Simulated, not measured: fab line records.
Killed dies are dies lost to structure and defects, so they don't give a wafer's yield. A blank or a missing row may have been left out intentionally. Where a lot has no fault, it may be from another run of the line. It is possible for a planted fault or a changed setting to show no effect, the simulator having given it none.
Chamber matching    flow gf180mcu    4 sister chambers for GF_V3_ETCH_16 on rie diel-02
The step etches BARC in N2/H2. 8 wafers are shown with their chamber, then 7 later ones without.

EACH WAFER AND ITS CHAMBER
wafer   chamber  drypump motor current A (A)  throttle valve pct (%)
L075.2  1        5.3                          13.226
L078.5  2        6.2                          13.213
L087.2  1        5.3                          13.241
L088.1  3        5.9                          13.230
L088.2  0        5.7                          13.210
L088.5  3        5.9                          13.222
L090.1  2        6.3                          13.227
L090.2  0        5.7                          13.215

WAFERS WITH NO CHAMBER GIVEN
wafer   drypump motor current A (A)  throttle valve pct (%)
L090.6  5.9                          13.224
L094.2  5.7                          13.247
L094.4  5.3                          13.222
L094.6  5.9                          13.241
L097.2  5.3                          13.208
L097.5  5.7                          13.206
L097.6  5.9                          13.232

THE CHAMBER EACH PASSED THROUGH
wafer   from the rows above      in truth
L090.6  3                        3
L094.2  can't be placed: 0 or 3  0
L094.4  1                        1
L094.6  3                        3
L097.2  1                        1
L097.5  0                        0
L097.6  3                        3
Correctly placed: 6 of 7. Not placeable from these rows: 1 (in 1, the candidates include the true chamber). Wrongly placed: 0.
How it was worked out, from the rows above alone: a wafer's distance from a chamber is the root of the sum, over the readings, of the square of ((its reading less the chamber's mean) divided by the reading's scatter). The wafer belongs to the nearest chamber; if the next one is less than 2 further off, it can't be placed. A chamber's mean is the mean of its shown wafers. The scatter: take each reading less its chamber's mean, square it, sum over the shown wafers, divide by the number of wafers less the number of chambers, and take the root.
